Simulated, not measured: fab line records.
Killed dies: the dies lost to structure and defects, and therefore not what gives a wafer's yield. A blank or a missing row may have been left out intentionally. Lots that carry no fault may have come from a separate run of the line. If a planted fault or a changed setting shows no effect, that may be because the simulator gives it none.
Which of the tools did it? -- flow sky130 -- 13 lots with 39 wafers sampled at 5 steps, on a route of 708 steps

WHAT THE GAUGES READ, wafer by wafer
SKY_SONOS_TUNNEL_TW_MEAS_12. Usual: SONOS_TUNNEL_TW gives 198.8 (standard deviation 1.9).
lot,measured,on,SONOS_TUNNEL_TW,flag
L939,day 11 05:47,film metro-02,200.0 199.6 200.4,
L942,day 12 11:33,film metro-02,199.3 199.6 200.0,
L944,day 13 03:32,film metro-03,197.5 196.5 196.6,
L945,day 13 12:41,film metro-02,199.1 200.6 199.7,
L949,day 14 15:11,film metro-03,194.4 195.7 195.0,
L950,day 15 04:46,film metro-04,201.4 200.9 200.0,
L951,day 15 11:04,film metro-03,196.6 195.9 195.5,
L954,day 16 08:02,film metro-03,196.4 196.0 195.3,
L955,day 16 13:43,film metro-04,198.7 199.9 198.8,
L956,day 17 02:08,film metro-03,197.7 196.5 196.1,
L957,day 17 13:58,film metro-04,199.7 199.9 200.1,
L958,day 17 17:35,film metro-03,197.0 196.2 197.0,
L960,day 18 11:29,film metro-02,198.5 198.1 198.3,

SKY_SONOS_ONO_OVL_MEAS_14. Usual: SONOS_ONO_OVL gives -0.2 nm (standard deviation 1.2).
lot,measured,on,SONOS_ONO_OVL (nm),flag
L939,day 12 15:17,overlay-02,0.3 -1.0 -0.4,
L942,day 14 00:17,overlay-01,2.1 0.7 1.4,
L944,day 14 12:39,overlay-02,1.3 0.8 0.5,
L945,day 15 03:58,overlay-01,-0.6 0.2 1.9,
L949,day 16 01:17,overlay-02,-0.8 -0.4 0.5,
L950,day 16 13:59,overlay-02,-1.9 0.4 0.2,
L951,day 16 21:06,overlay-02,0.5 -1.8 -2.2,
L954,day 17 17:55,overlay-01,-0.6 -0.3 0.0,
L955,day 17 22:29,overlay-01,-0.6 0.8 0.8,
L956,day 18 12:37,overlay-02,-1.0 -0.1 -0.2,
L957,day 19 01:04,overlay-01,0.2 1.3 0.1,
L958,day 19 06:04,overlay-01,-3.5 -1.3 -1.2,
L960,day 19 22:45,overlay-02,-0.3 0.2 -0.3,

SKY_LDD_P_CD_MEAS_07: the cd target is 380 nm. Usual: cd nm reads 380.0 nm (standard deviation 2.9).
lot,measured,on,cd nm (nm),flag
L939,day 19 09:48,cd sem-01,376.7 376.9 380.6,
L942,day 20 19:09,cd sem-01,378.4 378.5 380.0,
L944,day 21 01:37,cd sem-01,381.3 383.6 380.9,
L945,day 21 20:40,cd sem-01,378.7 378.5 377.9,
L949,day 22 23:28,cd sem-02,380.1 379.1 381.1,
L950,day 23 10:31,cd sem-02,382.3 379.5 381.6,
L951,day 23 15:24,cd sem-01,381.0 381.4 379.7,
L954,day 24 14:27,cd sem-02,389.5 390.9 391.6,OFF
L955,day 24 18:23,cd sem-01,379.3 381.2 379.2,
L956,day 25 07:39,cd sem-01,378.2 380.3 377.8,
L957,day 25 18:32,cd sem-01,390.4 388.7 390.5,OFF
L958,day 26 00:23,cd sem-02,393.5 394.8 394.3,OFF
L960,day 26 14:21,cd sem-01,382.3 379.9 381.1,

WHICH TOOL RAN EACH LOT (tool, then ch and the chambers of the sampled wafers, then the start)
lot,SKY_GATE_OXIDE_STRIP_13,SKY_LDD_P_DEVELOP_06
L939,"plasma asher-03 ch 0,1, day 14 01:43","litho track-01 ch 0, day 19 09:39"
L942,"plasma asher-01 ch 0,1, day 15 08:59","litho track-04 ch 0, day 20 19:01"
L944,"plasma asher-03 ch 0,1, day 15 17:40","litho track-01 ch 0, day 21 01:28"
L945,"plasma asher-01 ch 0,1, day 16 10:57","litho track-01 ch 0, day 21 20:31"
L949,"plasma asher-03 ch 0,1, day 17 11:13","litho track-04 ch 0, day 22 23:20"
L950,"plasma asher-01 ch 0,1, day 17 21:08","litho track-04 ch 0, day 23 10:23"
L951,"plasma asher-03 ch 0, day 18 04:40","litho track-01 ch 0, day 23 15:15"
L954,"plasma asher-01 ch 1, day 19 03:24","litho track-04 ch 0, day 24 14:19"
L955,"plasma asher-04 ch 0,1, day 19 08:39","litho track-01 ch 0, day 24 18:15"
L956,"plasma asher-04 ch 0,1, day 19 22:33","litho track-01 ch 0, day 25 07:30"
L957,"plasma asher-01 ch 0,1, day 20 10:13","litho track-04 ch 0, day 25 18:25"
L958,"plasma asher-01 ch 0,1, day 20 15:33","litho track-04 ch 0, day 26 00:14"
L960,"plasma asher-01 ch 0,1, day 21 08:35","litho track-01 ch 0, day 26 14:12"
- SKY_GATE_OXIDE_STRIP_13: strips in O2/N2.
- SKY_LDD_P_DEVELOP_06: develop time 60 s.

WHAT THE TOOLS THEMSELVES READ (means of the sampled wafers that have a number; where no wafer has one, the mark that the record gives instead)
SKY_GATE_OXIDE_STRIP_13. Usual: drypump motor current A 5.4 A, standard deviation 0.61; oes product au 0.715 a.u., standard deviation 0.0041; strip time to endpoint s 14.18 s, standard deviation 0.044.
lot,tool,drypump motor current A (A),oes product au (a.u.),strip time to endpoint s (s),flag
L939,plasma asher-03,5.6,0.717,14.16,
L942,plasma asher-01,5.1,0.715,14.21,
L944,plasma asher-03,5.6,0.715,14.22,
L945,plasma asher-01,5.1,0.713,14.25,
L949,plasma asher-03,5.9,0.713,14.19,
L950,plasma asher-01,5.0,0.723,14.19,
L951,plasma asher-03,6.2,0.718,14.15,
L954,plasma asher-01,5.2,0.709,14.14,
L955,plasma asher-04,6.2,0.717,14.17,
L956,plasma asher-04,5.6,0.717,14.15,
L957,plasma asher-01,5.0,0.716,14.14,
L958,plasma asher-01,4.9,0.711,14.22,
L960,plasma asher-01,4.9,0.717,14.14,

THE ANSWER, worked out from the rows above alone
Rule: a lot is off if the mean of its wafers that have a number lies more than 3 standard deviations from the usual mean. A lot without any number at a reading at which 4 lots or more have one is off too. All remaining lots with rows at the step are treated as sound. The gauges are gone through in route order, then the tools' own readings, and for those a lot's mean is taken as printed above. At the first step where some lot is off, the reading lying furthest off is the one used; lots without a number count as furthest.
Off, at SKY_LDD_P_CD_MEAS_07 on cd nm: L954, L957, L958.
If a tool, at a process step before that reading, ran all the lots that are off and no sound lot after the first of them, it fits. The gauges at SKY_LDD_P_CD_MEAS_07 are tried like those tools. One fits: litho track-04 at SKY_LDD_P_DEVELOP_06. Its last sound lot is L950 (day 23 10:23), its first lot that is off L954 (day 24 14:19): a fault that began between those two fits.

WHAT THE SIMULATOR HAD PUT IN
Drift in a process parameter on litho track-04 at SKY_LDD_P_DEVELOP_06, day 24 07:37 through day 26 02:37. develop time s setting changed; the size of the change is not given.
Struck lots among those shown: L954, L957, L958. The rule above reached the same finding.
